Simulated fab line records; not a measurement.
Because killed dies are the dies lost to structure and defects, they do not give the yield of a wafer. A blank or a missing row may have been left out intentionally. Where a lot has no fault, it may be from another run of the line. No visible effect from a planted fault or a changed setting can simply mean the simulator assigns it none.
A lot that was struck, set against a sound lot ; flow sfqLine ; 15 out of 325 route steps
Sound: wafers L918.1, L918.4, L918.6. Wafers L924.1, L924.2, L924.3 were the ones struck. The cause comes at the end.
Each step with rows lists, per side, the tool, then ch with its chambers, then its first start. Under that, the readings that differ: sound wafers ; struck wafers ; difference of the means ; sigmas: that difference in standard deviations of wafers without a fault.
alike: words and numbers the same on both sides, and readings whose means are apart by under 2 such deviations; not compared: readings that were withheld, readings missing a value for some wafer, numbers with overlapping values and no deviation given by the record, and bounds like >300 which may hide the same value.
Wherever a step has rows on one side only, a row that says differs or no value, or a row with sigmas, the two part there. Non-overlapping numbers with no deviation appear without sigmas and do not part them. A reading missing from all wafers of one side parts the sides only when that side holds two or more wafers.

SFQ_TRILAYER_R5_DEP_SPUTTER_132: material Ti, target thk 5 nm, time 5 s.
  sound on pvdSputter-04, day 51 09:23; struck on pvdSputter-06, day 53 06:30
  alike: throttleValvePct
SFQ_TRILAYER_R5_DEP_SPUTTER_133: material MoNx, target thk 40 nm, time 66.7 s.
  sound on pvdSputter-04, day 51 09:24; struck on pvdSputter-06, day 53 06:31
  alike: throttleValvePct
SFQ_TRILAYER_R5_DEP_SPUTTER_134: material Ti, target thk 5 nm, time 5 s.
  sound on pvdSputter-04, day 51 09:27; struck on pvdSputter-06, day 53 06:35
  alike: throttleValvePct
SFQ_R5_RS_MEAS_933: the measuring method here is four-point-probe.
  sound on filmMetro-03, day 51 09:28; struck on filmMetro-03, day 53 06:36
  alike: R5_MONX_RS
SFQ_R5_THK_MEAS_934: measures by xrf.
  sound on filmMetro-03, day 51 09:35; struck on filmMetro-03, day 53 06:43
  alike: R5_MONX_THK
then, 6 steps without rows for these wafers: SFQ_TRILAYER_R5_LITHO_COAT_141 (resist thk 62 nm); SFQ_TRILAYER_R5_LITHO_COAT_136 (resist thk 600 nm); SFQ_TRILAYER_R5_LITHO_SOFTBAKE_140; SFQ_TRILAYER_R5_LITHO_EXPOSE_137 (exposes mask R5, target cd 500 nm); SFQ_TRILAYER_R5_LITHO_PEB_139 (peb time 60 s); SFQ_TRILAYER_R5_LITHO_DEVELOP_138 (time 60 s).
-- the record jumps here: 6 days lie between the struck wafers' starts before and after --
SFQ_R5_OVL_MEAS_935:
  sound on overlay-02, day 56 16:38; struck on overlay-02, day 58 19:25
  alike: R5_OVL
SFQ_TRILAYER_R5_BARC_OPEN_METAL_ETCH_177: etches BARC in O2, target depth 125 nm, time 41.7 s.
  sound on rieMetal-01 ch 0, day 56 16:40; struck on rieMetal-01 ch 0,1, day 58 19:26
reading;sound;struck;difference;sigmas
oesProductAu (a.u.);0.684 0.691 0.678;0.819 0.818 0.815;+0.133;+31
runLengthS (s);70.1 70.0 70.1;59.7 60.7 60.0;-9.9;-18
timeS (s);41.7 41.7 41.7;29.19 29.19 29.19;-12.51;
model.KrF_of_TRILAYER_R5_LITHO_COAT_136.thkNm (nm);523 523.1 521.9;540 540 537.1;+16;
  alike: biasW, chamberPressureMTorr, drypumpMotorCurrentA, rfFwdPowerW
  not compared: rfHoursCounterH
SFQ_TRILAYER_R5_ETCH_METAL_ETCH_139: etches the open film in Cl2, stops on SiO2, target depth 60 nm, time 40 s.
  sound on rieMetal-01 ch 0, day 56 16:44; struck on rieMetal-01 ch 0,1, day 58 19:30
reading;sound;struck;difference;sigmas
rfFwdPowerW (W);588.0 585.7 587.9;596.2 589.0 596.8;+6.8;+2
model.KrF_of_TRILAYER_R5_LITHO_COAT_136.thkNm (nm);498.8 498.8 497.6;515.9 516.1 513.2;+16.7;
  alike: biasW, chamberPressureMTorr, drypumpMotorCurrentA, oesProductAu, runLengthS, timeS
  not compared: rfHoursCounterH
SFQ_TRILAYER_R5_STRIP_STRIP_140: strips in O2.
  sound on rieMetal-01 ch 0, day 56 16:47; struck on rieMetal-01 ch 0,1, day 58 19:34
  alike: chamberPressureMTorr, drypumpMotorCurrentA, oesProductAu
  not compared: rfHoursCounterH

WHERE THEY PART
At SFQ_TRILAYER_R5_BARC_OPEN_METAL_ETCH_177 first; at SFQ_TRILAYER_R5_ETCH_METAL_ETCH_139 last (within this record only). Later steps at which nothing parts them and some readings are alike: SFQ_TRILAYER_R5_STRIP_STRIP_140.

WHY: what had been put in by the simulator
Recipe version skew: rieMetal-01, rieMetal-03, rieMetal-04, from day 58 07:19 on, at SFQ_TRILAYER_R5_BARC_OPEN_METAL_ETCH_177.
